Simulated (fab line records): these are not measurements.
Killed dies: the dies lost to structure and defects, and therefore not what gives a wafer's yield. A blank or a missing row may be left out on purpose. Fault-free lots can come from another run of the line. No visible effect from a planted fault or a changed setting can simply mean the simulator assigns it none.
Problem report, 8D (eight disciplines) form, completed by code ; flow sky130 ; the parts of the form that need people (team, actions taken, sign-off) are left out

1. THE ISSUE
SKY_METAL5_METAL_ETCH_15, runLengthS: mean 256.2 s over 1 wafer from 1 lot; wafers with no fault: 280.5 s, standard deviation 0.9. Relative to the usual mean, that is a shift of -27 standard deviations.
The step: etches the open film in Cl2/BCl3, stops on SiO2, target depth 1260 nm, time 252 s.
First seen on wafer L398.2, day 47 03:32, on rieMetal-01. The record has a number at this step for 29 wafers belonging to 10 lots. By rule, "out" or "out of limits" means more than 4 standard deviations away from the usual mean. Any other wafer with a number is counted as sound.

2. WHAT IT IS AND WHAT IT IS NOT
question;is;is not
which readings at this step;runLengthS, oesProductAu;drypumpMotorCurrentA, heBacksideLeakSccm, throttleValvePct
which lots;L398;L386, L389, L390, L403, L404, L405, L406, L408, L409
which wafers of those lots;L398.2;L398.3
read on which tools;rieMetal-01;rieMetal-02, rieMetal-04
when;from day 47 03:32;"up to then (10 sound wafers); but 18 sound wafers of L403, L404, L405, L406, L408, L409 came after"

3. SUSPECTS, AND WHAT RULES EACH OUT
Counting: a tool at a process step up to the reading stays a suspect if it ran every lot that is out. Sound lots after the first of them don't rule it out here, since some wafers of a struck lot are sound.
- plasmaAsher-03 at SKY_CAP2M_STRIP_14 (strips in O2/N2): kept. It processed L398, the lot that is out, at day 44 09:00, and its most recent sound lot before then was L389 at day 41 15:12.
- rieMetal-04 at SKY_METAL4_DESCUM_15 (chemistry O2, time 8 s): kept. It processed L398, the lot that is out, at day 45 07:17, and its most recent sound lot before then was L390 at day 42 23:54.
- rieMetal-01 at SKY_METAL5_METAL_ETCH_15 (etches the open film in Cl2/BCl3, stops on SiO2, target depth 1260 nm, time 252 s): kept. It processed L398, the lot that is out, at day 47 03:32, and its most recent sound lot before then was L390 at day 44 23:59. Its own readings are out on those wafers: oesProductAu, runLengthS.
- Within plasmaAsher-03 at SKY_CAP2M_STRIP_14, the wafers that are out were processed in chamber 0 and their sound lot-mates in chamber 1.
Left after counting: plasmaAsher-03 at SKY_CAP2M_STRIP_14, rieMetal-04 at SKY_METAL4_DESCUM_15, rieMetal-01 at SKY_METAL5_METAL_ETCH_15.

4. THE CAUSE (what the simulator had put in)
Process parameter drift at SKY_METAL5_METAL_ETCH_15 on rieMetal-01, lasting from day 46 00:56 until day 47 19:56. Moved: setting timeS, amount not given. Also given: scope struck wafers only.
This tool is one of the 3 suspects left after counting.

5. THE EFFECT CHAIN, in route order
Each row: a reading where the mean over the struck wafers with a number is more than 3 standard deviations away from the usual. Only readings whose record carries a usual standard deviation are examined. hours: median over the lots of the time between each lot's start at the first step of this table that gives one and its start at this step. sigmas: the change, counted in usual standard deviations.
hours;step;reading;usual;on struck wafers;change;sigmas
0;SKY_METAL5_METAL_ETCH_15;oesProductAu;0.894 a.u.;0.992;+0.098;+20
0;SKY_METAL5_METAL_ETCH_15;runLengthS;280.5 s;256.2;-24.3;-27
0;SKY_METAL5_STRIP_16;stripTimeToEndpointS;13.07 s;14.05;+0.98;+7.5
41;SKY_PAD_OPEN_PROBE_99;killedAtOther;0.3;2.0;+1.7;+3.4
Its process steps:
- SKY_METAL5_METAL_ETCH_15: etches the open film in Cl2/BCl3, stops on SiO2, target depth 1260 nm, time 252 s.
- SKY_METAL5_STRIP_16: strips in O2/N2.
- SKY_PAD_OPEN_PROBE_99

6. WHAT WOULD HAVE CAUGHT IT SOONER
First out-of-limits reading in this record: day 47 03:32, which is 27 hours after fault onset at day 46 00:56.
